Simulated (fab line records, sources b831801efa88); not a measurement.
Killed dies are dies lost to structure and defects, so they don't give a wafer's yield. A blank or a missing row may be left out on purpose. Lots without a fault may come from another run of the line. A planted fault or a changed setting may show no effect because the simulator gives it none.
Which tool did it? | flow gf180mcu | 13 lots, 39 wafers sampled, at 4 steps of a route of 602

WHAT THE GAUGES READ, wafer by wafer
GF_V5_THK_MEAS_25: measures by xrf. Usual: V5_W_THK 348 nm, standard deviation 6.
lot  | measured     | on            | V5_W_THK (nm) | flag
L260 | day 27 10:20 | film_metro-04 | 363 361 358   |
L261 | day 27 17:31 | film_metro-02 | 347 346 346   |
L262 | day 28 03:56 | film_metro-01 | 341 341 352   |
L264 | day 28 09:16 | film_metro-02 | 346 343 347   |
L265 | day 28 17:20 | film_metro-04 | 345 357 346   |
L268 | day 29 22:10 | film_metro-04 | 351 352 347   |
L269 | day 30 01:26 | film_metro-01 | 346 341 343   |
L271 | day 30 14:20 | film_metro-01 | 348 345 346   |
L277 | day 32 09:25 | film_metro-04 | 350 350 345   |
L278 | day 32 11:25 | film_metro-04 | 355 353 358   |
L280 | day 32 23:32 | film_metro-01 | 355 346 353   |
L281 | day 33 02:04 | film_metro-04 | 350 350 351   |
L282 | day 33 10:03 | film_metro-04 | 345 341 338   |

WHICH TOOL RAN EACH LOT (tool, then ch and the chambers of the sampled wafers, then the start)
lot  | GF_CONTACT_CMP_27             | GF_M5_ETCH_09                      | GF_V5_STRIP_18
L260 | cmp-01 ch 1,2,3, day 16 10:07 | rie_diel-01 ch 0,1,3, day 26 11:55 | plasma_asher-01 ch 0,1, day 27 09:28
L261 | cmp-02 ch 0,1,2, day 16 17:41 | rie_diel-02 ch 0,1,3, day 26 19:12 | plasma_asher-03 ch 0,1, day 27 16:39
L262 | cmp-02 ch 1,2, day 17 04:53   | rie_diel-04 ch 0,2,3, day 27 05:24 | plasma_asher-03 ch 0,1, day 28 03:03
L264 | cmp-01 ch 0,1,2, day 17 11:47 | rie_diel-01 ch 1,3, day 27 11:12   | plasma_asher-03 ch 0,1, day 28 08:23
L265 | cmp-01 ch 0,1,3, day 17 20:29 | rie_diel-01 ch 2,3, day 27 18:29   | plasma_asher-01 ch 0,1, day 28 16:27
L268 | cmp-01 ch 0,1, day 19 07:16   | rie_diel-04 ch 0,1,2, day 29 00:40 | plasma_asher-04 ch 0,1, day 29 21:18
L269 | cmp-01 ch 1,2,3, day 19 12:22 | rie_diel-04 ch 0,1,3, day 29 04:12 | plasma_asher-03 ch 0,1, day 30 00:35
L271 | cmp-02 ch 0,1,2, day 20 05:32 | rie_diel-02 ch 0,2, day 29 17:36   | plasma_asher-04 ch 0,1, day 30 13:27
L277 | cmp-01 ch 1,2, day 22 12:37   | rie_diel-01 ch 1,2,3, day 31 13:49 | plasma_asher-01 ch 0,1, day 32 08:30
L278 | cmp-01 ch 1,2,3, day 22 20:38 | rie_diel-04 ch 0,1,3, day 31 17:16 | plasma_asher-04 ch 0,1, day 32 10:32
L280 | cmp-01 ch 1,2,3, day 23 06:22 | rie_diel-02 ch 0,1, day 32 02:00   | plasma_asher-04 ch 0,1, day 32 22:38
L281 | cmp-01 ch 0,1,3, day 23 12:55 | rie_diel-04 ch 0,2,3, day 32 07:03 | plasma_asher-04 ch 1, day 33 01:08
L282 | cmp-01 ch 0,3, day 23 23:20   | rie_diel-02 ch 0,1,3, day 32 15:48 | plasma_asher-01 ch 0,1, day 33 09:11
- GF_CONTACT_CMP_27: polishes, stops on SiO2, t overpolish 15 s, target thk 0 nm.
- GF_M5_ETCH_09: etches Si3N4 in CF4/O2, target depth 52 nm, time 11.6 s.
- GF_V5_STRIP_18: strips in O2/N2.

WHAT THE TOOLS THEMSELVES READ (means of the sampled wafers that have a number; where no wafer has one, the mark that the record gives instead)
GF_CONTACT_CMP_27. Usual: motor_current_A 11.3 A, standard deviation 1.1; overpolish_run_s 15.000 s, standard deviation 0.0087; platen_rpm 60.01 rpm, standard deviation 0.038; slurry_flow_ml_min 150.0, standard deviation 0.48; time_to_endpoint_s 71 s, standard deviation 3.7.
lot  | tool   | motor_current_A (A) | overpolish_run_s (s) | platen_rpm (rpm) | slurry_flow_ml_min | time_to_endpoint_s (s) | flag
L260 | cmp-01 | 12.0                | 15.002               | 59.99            | 149.9              | 78                     |
L261 | cmp-02 | 11.0                | 15.004               | 60.03            | 150.4              | 70                     |
L262 | cmp-02 | 10.7                | 15.007               | 60.00            | 149.9              | 71                     |
L264 | cmp-01 | 12.0                | 15.002               | 60.02            | 150.6              | 74                     |
L265 | cmp-01 | 11.1                | 14.999               | 59.97            | 150.3              | 76                     |
L268 | cmp-01 | 10.7                | 15.006               | 60.00            | 149.3              | 70                     |
L269 | cmp-01 | 11.6                | 14.993               | 60.02            | 149.9              | 72                     |
L271 | cmp-02 | 11.1                | 14.999               | 60.02            | 149.5              | 72                     |
L277 | cmp-01 | 12.7                | 14.999               | 59.96            | 150.1              | 71                     |
L278 | cmp-01 | 11.7                | 15.003               | 59.98            | 149.9              | 72                     |
L280 | cmp-01 | 11.8                | 15.000               | 60.03            | 150.4              | 70                     |
L281 | cmp-01 | 10.7                | 14.997               | 60.03            | 150.1              | 71                     |
L282 | cmp-01 | 10.0                | 14.996               | 59.97            | 150.0              | 79                     |

GF_M5_ETCH_09. Usual: cf4_flow_sccm 80.03 sccm, standard deviation 0.24; drypump_motor_current_A 5.6 A, standard deviation 0.51; oes_product_au 1.001 a.u., standard deviation 0.01; throttle_valve_pct 5.971 %, standard deviation 0.0086.
lot  | tool        | cf4_flow_sccm (sccm) | drypump_motor_current_A (A) | oes_product_au (a.u.) | throttle_valve_pct (%) | flag
L260 | rie_diel-01 | 79.70                | 5.6                         | 1.001                 | 5.973                  |
L261 | rie_diel-02 | 79.98                | 5.4                         | 0.998                 | 5.963                  |
L262 | rie_diel-04 | 79.98                | 5.1                         | 0.989                 | 5.969                  |
L264 | rie_diel-01 | 79.87                | 5.5                         | 1.008                 | 5.979                  |
L265 | rie_diel-01 | 80.32                | 6.0                         | 1.001                 | 5.968                  |
L268 | rie_diel-04 | 79.75                | 5.2                         | 0.998                 | 5.974                  |
L269 | rie_diel-04 | 80.26                | 5.1                         | 1.005                 | 5.975                  |
L271 | rie_diel-02 | 80.16                | 5.6                         | 0.997                 | 5.974                  |
L277 | rie_diel-01 | 80.11                | 5.9                         | 1.007                 | 5.967                  |
L278 | rie_diel-04 | 79.83                | 5.1                         | 1.008                 | 5.967                  |
L280 | rie_diel-02 | 79.94                | 5.4                         | 1.010                 | 5.981                  |
L281 | rie_diel-04 | 79.83                | 5.1                         | 0.998                 | 5.974                  |
L282 | rie_diel-02 | 80.10                | 5.4                         | 1.001                 | 5.966                  |

GF_V5_STRIP_18. Usual: drypump_motor_current_A 5.7 A, standard deviation 0.46; heater_power_w 335 W, standard deviation 15; n2_flow_sccm 300.1 sccm, standard deviation 0.96; oes_product_au 0.568 a.u., standard deviation 0.0051.
lot  | tool            | drypump_motor_current_A (A) | heater_power_w (W) | n2_flow_sccm (sccm) | oes_product_au (a.u.) | flag
L260 | plasma_asher-01 | 5.6                         | 323                | 300.2               | 0.571                 |
L261 | plasma_asher-03 | 5.0                         | 351                | 300.5               | 0.572                 |
L262 | plasma_asher-03 | 5.0                         | 346                | 300.1               | 0.569                 |
L264 | plasma_asher-03 | 5.5                         | 339                | 300.0               | 0.568                 |
L265 | plasma_asher-01 | 5.6                         | 325                | 300.3               | 0.572                 |
L268 | plasma_asher-04 | 5.8                         | 345                | 299.5               | 0.567                 |
L269 | plasma_asher-03 | 5.5                         | 338                | 300.1               | 0.569                 |
L271 | plasma_asher-04 | 5.8                         | 345                | 300.5               | 0.574                 |
L277 | plasma_asher-01 | 5.9                         | 334                | 300.6               | 0.566                 |
L278 | plasma_asher-04 | 5.8                         | 340                | 298.7               | 0.568                 |
L280 | plasma_asher-04 | 5.8                         | 343                | 301.2               | 0.564                 |
L281 | plasma_asher-04 | 5.8                         | 353                | 299.8               | 0.566                 |
L282 | plasma_asher-01 | 5.9                         | 335                | 300.9               | 0.568                 |

THE ANSWER, worked out from the rows above alone
Rule: a lot is off if the mean of its wafers that have a number lies more than 3 standard deviations from the usual mean. A lot without any number at a reading at which 4 lots or more have one is off too. The other lots that the step has rows for count as sound. The gauges are gone through in route order, then the tools' own readings, and for those a lot's mean is taken as printed above. The first step at which some lot is off is used, and at that step the reading that is off furthest; a lot without a number counts as furthest.
No lot is off at any reading shown: from this, nothing can be told.

WHAT THE SIMULATOR HAD PUT IN
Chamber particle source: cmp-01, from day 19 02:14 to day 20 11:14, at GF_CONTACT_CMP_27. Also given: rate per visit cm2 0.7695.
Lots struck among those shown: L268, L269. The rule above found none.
